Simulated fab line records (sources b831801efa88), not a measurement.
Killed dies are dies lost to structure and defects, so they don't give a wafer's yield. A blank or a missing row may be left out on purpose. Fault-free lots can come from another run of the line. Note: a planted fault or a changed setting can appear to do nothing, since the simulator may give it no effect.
Which tool did it? | flow sky130 | 24 lots, 72 wafers sampled, at 4 steps of a route of 708

WHAT THE GAUGES SHOWED, per wafer
SKY_VT_ADJUST_PCH_OVL_MEAS_07.
lot  | measured     | on         | VT_ADJUST_PCH_OVL (nm)
L074 | day 10 16:06 | overlay-01 | -0.3 -2.5 -2.3
L075 | day 10 18:09 | overlay-02 | 0.4 0.1 -0.6
L076 | day 11 02:00 | overlay-01 | 0.0 2.7 1.2
L077 | day 11 11:35 | overlay-02 | -1.3 -1.3 -0.6
L078 | day 11 19:05 | overlay-01 | -2.1 -5.6 -3.5
L079 | day 12 02:52 | overlay-01 | -0.8 -0.8 -3.5
L080 | day 12 10:00 | overlay-01 | -2.6 -2.3 -2.1
L081 | day 12 20:30 | overlay-01 | -2.0 0.6 -1.1
L082 | day 13 01:51 | overlay-01 | 0.0 -2.1 0.0
L083 | day 13 05:27 | overlay-02 | 1.1 -0.6 -0.8
L084 | day 13 13:49 | overlay-02 | -2.5 -1.4 -2.7
L085 | day 13 22:47 | overlay-01 | -0.3 0.6 -1.1
L086 | day 14 05:12 | overlay-01 | -2.8 0.1 -0.6
L087 | day 14 15:57 | overlay-01 | -1.9 -2.4 -2.6
L088 | day 14 23:56 | overlay-01 | 1.0 0.6 2.3
L089 | day 15 02:18 | overlay-01 | -2.4 -2.3 -2.3
L090 | day 15 10:04 | overlay-02 | -0.8 -1.9 -0.3
L091 | day 15 16:54 | overlay-02 | -0.7 1.5 0.7
L092 | day 16 01:39 | overlay-02 | -1.5 -1.1 0.3
L093 | day 16 14:57 | overlay-02 | -1.3 3.3 -1.5
L094 | day 16 19:27 | overlay-01 | -1.0 -0.6 -3.1
L095 | day 17 06:30 | overlay-02 | -1.7 -1.6 -2.7
L096 | day 17 11:01 | overlay-01 | -1.7 -0.9 -1.0
L097 | day 17 21:17 | overlay-01 | -0.4 -1.5 -0.6

SKY_VIA3_CD_MEAS_12: target cd 200 nm.
lot  | measured     | on        | cd nm (nm)
L074 | day 40 00:21 | cd sem-02 | 202.4 201.7 200.5
L075 | day 40 02:19 | cd sem-01 | 200.3 199.8 199.3
L076 | day 40 13:32 | cd sem-01 | 200.4 199.8 200.1
L077 | day 40 20:13 | cd sem-01 | 197.0 198.7 199.1
L078 | day 40 23:45 | cd sem-02 | 198.5 197.8 197.5
L079 | day 41 21:29 | cd sem-02 | 200.2 198.9 200.1
L080 | day 42 00:59 | cd sem-02 | 200.3 198.3 200.4
L081 | day 42 03:31 | cd sem-02 | 200.0 200.8 200.4
L082 | day 42 12:24 | cd sem-01 | 199.0 199.0 198.9
L083 | day 42 19:12 | cd sem-02 | 201.6 200.9 202.0
L084 | day 42 21:55 | cd sem-01 | 200.8 199.1 199.7
L085 | day 43 01:17 | cd sem-02 | 199.6 200.9 201.6
L086 | day 43 09:00 | cd sem-01 | 197.9 198.2 198.6
L087 | day 43 15:31 | cd sem-02 | 199.6 198.7 197.5
L088 | day 44 02:43 | cd sem-01 | 200.1 197.5 199.4
L089 | day 44 04:05 | cd sem-02 | 199.6 201.2 198.6
L090 | day 44 05:07 | cd sem-01 | 200.3 200.5 198.5
L091 | day 44 12:33 | cd sem-01 | 200.3 198.0 198.6
L092 | day 45 01:09 | cd sem-01 | 199.8 200.7 200.0
L093 | day 45 11:32 | cd sem-02 | 200.0 199.7 199.5
L094 | day 45 09:34 | cd sem-01 | 202.6 200.8 200.9
L095 | day 45 22:19 | cd sem-02 | 199.8 201.0 198.1
L096 | day 46 00:41 | cd sem-01 | 200.1 199.0 200.1
L097 | day 46 05:30 | cd sem-01 | 199.5 200.3 197.7

WHAT TOOL EACH LOT RAN ON (gives the tool, then ch and the chambers of the sampled wafers, and finally the start)
lot  | SKY_VIA2_ETCH_15                   | SKY_METAL3_SPUTTER_00
L074 | rie diel-04 ch 0,1,3, day 36 14:59 | pvd sputter-03, day 36 16:39
L075 | rie diel-04 ch 0,1,3, day 36 17:14 | pvd sputter-01, day 36 18:39
L076 | rie diel-03 ch 0,2, day 37 05:08   | pvd sputter-04, day 37 06:29
L077 | rie diel-01 ch 0,2, day 37 13:20   | pvd sputter-01, day 37 14:41
L078 | rie diel-04 ch 0,3, day 37 16:50   | pvd sputter-01, day 37 18:12
L079 | rie diel-01 ch 1,2, day 38 17:02   | pvd sputter-03, day 38 18:26
L080 | rie diel-04 ch 0,2,3, day 38 19:50 | pvd sputter-03, day 38 21:12
L081 | rie diel-01 ch 1,2,3, day 38 21:23 | pvd sputter-04, day 38 22:54
L082 | rie diel-03 ch 1,2, day 39 07:10   | pvd sputter-03, day 39 08:43
L083 | rie diel-04 ch 0,1,2, day 39 14:44 | pvd sputter-03, day 39 16:08
L084 | rie diel-04 ch 1,2,3, day 39 18:26 | pvd sputter-04, day 39 19:47
L085 | rie diel-01 ch 1,2,3, day 39 21:53 | pvd sputter-04, day 39 23:13
L086 | rie diel-04 ch 0,1,3, day 40 05:53 | pvd sputter-03, day 40 07:18
L087 | rie diel-01 ch 2,3, day 40 12:35   | pvd sputter-01, day 40 13:55
L088 | rie diel-04 ch 1,2,3, day 41 00:50 | pvd sputter-03, day 41 02:31
L089 | rie diel-03 ch 0,3, day 41 01:53   | pvd sputter-03, day 41 03:13
L090 | rie diel-04 ch 2,3, day 41 02:14   | pvd sputter-01, day 41 03:37
L091 | rie diel-01 ch 0,3, day 41 10:23   | pvd sputter-01, day 41 11:45
L092 | rie diel-04 ch 0,1,2, day 42 00:14 | pvd sputter-01, day 42 01:38
L093 | rie diel-01 ch 0,1,2, day 42 11:23 | pvd sputter-03, day 42 12:45
L094 | rie diel-03 ch 0,2,3, day 42 10:42 | pvd sputter-01, day 42 12:03
L095 | rie diel-03 ch 0,2,3, day 42 22:14 | pvd sputter-01, day 43 00:31
L096 | rie diel-03 ch 1,2,3, day 43 00:51 | pvd sputter-01, day 43 02:11
L097 | rie diel-04 ch 0,1,2, day 43 07:41 | pvd sputter-03, day 43 09:01
- SKY_VIA2_ETCH_15: etches SiO2 in C4F8/O2/Ar, stops on TiN, target depth 546 nm, time 84 s.
- SKY_METAL3_SPUTTER_00: material Ti, target thk 15 nm, time 10 s.

AS READ BY THE TOOLS THEMSELVES (means over the sampled wafers that have a number; for cases with no such wafer, the mark the record gives instead)
SKY_VIA2_ETCH_15.
lot  | tool        | oes product au (a.u.)
L074 | rie diel-04 | 0.941
L075 | rie diel-04 | 0.937
L076 | rie diel-03 | 0.945
L077 | rie diel-01 | 0.938
L078 | rie diel-04 | 0.944
L079 | rie diel-01 | 0.941
L080 | rie diel-04 | 0.943
L081 | rie diel-01 | 0.939
L082 | rie diel-03 | 0.939
L083 | rie diel-04 | 0.941
L084 | rie diel-04 | 0.937
L085 | rie diel-01 | 0.935
L086 | rie diel-04 | 0.940
L087 | rie diel-01 | 0.941
L088 | rie diel-04 | 0.944
L089 | rie diel-03 | 0.940
L090 | rie diel-04 | 0.936
L091 | rie diel-01 | 0.941
L092 | rie diel-04 | 0.940
L093 | rie diel-01 | 0.942
L094 | rie diel-03 | 0.940
L095 | rie diel-03 | 0.938
L096 | rie diel-03 | 0.935
L097 | rie diel-04 | 0.943

SKY_METAL3_SPUTTER_00.
lot  | tool           | cathode dc power W (W) | throttle valve pct (%)
L074 | pvd sputter-03 | 2999.9                 | 29.2
L075 | pvd sputter-01 | 3000.5                 | 30.6
L076 | pvd sputter-04 | 2999.9                 | 30.5
L077 | pvd sputter-01 | 2999.4                 | 30.0
L078 | pvd sputter-01 | 3000.5                 | 30.4
L079 | pvd sputter-03 | 2999.6                 | 29.5
L080 | pvd sputter-03 | 2999.9                 | 29.6
L081 | pvd sputter-04 | 2999.8                 | 29.8
L082 | pvd sputter-03 | 2999.6                 | 29.0
L083 | pvd sputter-03 | 3000.4                 | 29.5
L084 | pvd sputter-04 | 2999.9                 | 29.9
L085 | pvd sputter-04 | 3000.3                 | 29.9
L086 | pvd sputter-03 | 2999.4                 | 30.3
L087 | pvd sputter-01 | 2999.8                 | 29.8
L088 | pvd sputter-03 | 3000.4                 | 28.7
L089 | pvd sputter-03 | 2999.8                 | 29.2
L090 | pvd sputter-01 | 3000.2                 | 29.8
L091 | pvd sputter-01 | 2999.5                 | 31.0
L092 | pvd sputter-01 | 3000.0                 | 29.2
L093 | pvd sputter-03 | 3000.3                 | 28.9
L094 | pvd sputter-01 | 2999.6                 | 29.2
L095 | pvd sputter-01 | 3000.2                 | 30.4
L096 | pvd sputter-01 | 2999.5                 | 29.3
L097 | pvd sputter-03 | 3000.5                 | 29.3

THE ANSWER, worked out from the rows above alone
Rule: what is usual is taken from the lots themselves. The widest of any qualifying gaps counts: lots, ordered by their means at a reading, are off when they make up no more than a third of the lots, leave a main group of 4 or more, and stand apart from it by 3 or more times the standard deviation of that group's means. A main group is skipped when, at the precision printed for the reading in the tables above, its means are all equal. A lot without any number at a reading at which 4 lots or more have one is off too. Where the step has rows for the other lots, those lots are counted as sound. Order of review: gauges by route order, followed by the tools' own readings, for which a lot's mean as printed above is used. The first step at which some lot is off is used, and at that step the reading that is off furthest; a lot without a number counts as furthest.
No lot is off on any of the readings shown, so nothing can be concluded from this.

WHAT THE SIMULATOR HAD PUT IN
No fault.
